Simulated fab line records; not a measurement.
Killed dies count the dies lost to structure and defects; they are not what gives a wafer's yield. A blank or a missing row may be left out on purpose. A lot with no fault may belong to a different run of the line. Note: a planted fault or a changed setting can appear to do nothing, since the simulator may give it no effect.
Which of the tools did it?    flow gf180mcu    12 lots with 36 wafers sampled at 3 steps, on a route of 602 steps

WHAT THE GAUGES SHOWED, per wafer
GF_HV_LDD_TW_MEAS_38.
lot   measured      on             HV_LDD_3_TW
L260  day 12 11:36  film_metro-02  1445 1442 1440
L261  day 12 19:19  film_metro-04  1450 1450 1459
L263  day 13 07:05  film_metro-04  1449 1455 1452
L264  day 13 18:31  film_metro-03  1456 1443 1438
L265  day 13 23:24  film_metro-02  1453 1445 1453
L266  day 14 09:55  film_metro-02  1450 1447 1448
L268  day 15 00:23  film_metro-02  1551 1552 1549
L269  day 15 08:55  film_metro-02  1450 1450 1450
L270  day 15 18:37  film_metro-04  1464 1465 1468
L272  day 16 10:13  film_metro-02  1562 1553 1549
L278  day 18 07:49  film_metro-04  1560 1564 1554
L279  day 18 18:38  film_metro-03  1443 1437 1446

GF_HV_LDD_RS_MEAS_53: measures by four-point-probe.
lot   measured      on             HV_LDD_RS (ohm/sq)
L260  day 13 08:09  film_metro-04  417.7 418.3 416.9
L261  day 13 15:33  film_metro-04  415.4 415.8 416.6
L263  day 14 04:05  film_metro-04  416.8 416.9 417.1
L264  day 14 16:04  film_metro-03  417.0 416.1 416.5
L265  day 14 20:16  film_metro-03  417.4 417.4 417.8
L266  day 15 07:44  film_metro-03  418.9 419.2 419.4
L268  day 15 22:14  film_metro-02  396.9 397.8 397.8
L269  day 16 07:02  film_metro-04  417.3 416.8 417.6
L270  day 16 16:59  film_metro-02  418.8 417.3 417.8
L272  day 17 08:52  film_metro-04  396.7 397.5 397.4
L278  day 19 07:44  film_metro-04  399.0 398.8 399.9
L279  day 19 19:46  film_metro-02  418.2 417.4 418.0

WHICH TOOL RAN EACH LOT (tool, then ch and the chambers of the sampled wafers, then the start)
lot   GF_HV_LDD_IMPLANT_35
L260  implanter-02 ch 0, day 12 11:12
L261  implanter-01 ch 0, day 12 18:56
L263  implanter-03 ch 0, day 13 06:41
L264  implanter-01 ch 0, day 13 18:07
L265  implanter-03 ch 0, day 13 23:00
L266  implanter-03 ch 0, day 14 09:33
L268  implanter-03 ch 0, day 14 23:38
L269  implanter-01 ch 0, day 15 08:32
L270  implanter-01 ch 0, day 15 18:13
L272  implanter-01 ch 0, day 16 09:29
L278  implanter-03 ch 0, day 18 07:07
L279  implanter-03 ch 0, day 18 18:14
- GF_HV_LDD_IMPLANT_35

WHAT THE TOOLS THEMSELVES READ (means of the sampled wafers that have a number; where no wafer has one, the mark that the record gives instead)
The record holds no such reading with a usual standard deviation.

THE ANSWER, worked out from the rows above alone
Rule: the usual values come from the lots themselves. The widest of any qualifying gaps counts: lots, ordered by their means at a reading, are off when they make up no more than a third of the lots, leave a main group of 4 or more, and stand apart from it by 3 or more times the standard deviation of that group's means. The tables above print the reading to a certain number of digits; a main group whose means all agree to those digits is not used. A lot without any number at a reading at which 4 lots or more have one is off too. All remaining lots with rows at the step are treated as sound. After the gauges, taken in route order, come the tools' own readings; for these a lot's mean is taken, as printed above. The first step at which some lot is off is used, and at that step the reading that is off furthest; a lot without a number counts as furthest.
Off: L268, L272, L278, seen at GF_HV_LDD_TW_MEAS_38 (HV_LDD_3_TW). Mean 1450 and standard deviation 6.7 in the main group.
If a tool, at a process step before that reading, ran all the lots that are off and no sound lot after the first of them, it fits. Gauges at GF_HV_LDD_TW_MEAS_38: tried the same way as those tools. None of those tried fits.

WHAT THE SIMULATOR HAD PUT IN
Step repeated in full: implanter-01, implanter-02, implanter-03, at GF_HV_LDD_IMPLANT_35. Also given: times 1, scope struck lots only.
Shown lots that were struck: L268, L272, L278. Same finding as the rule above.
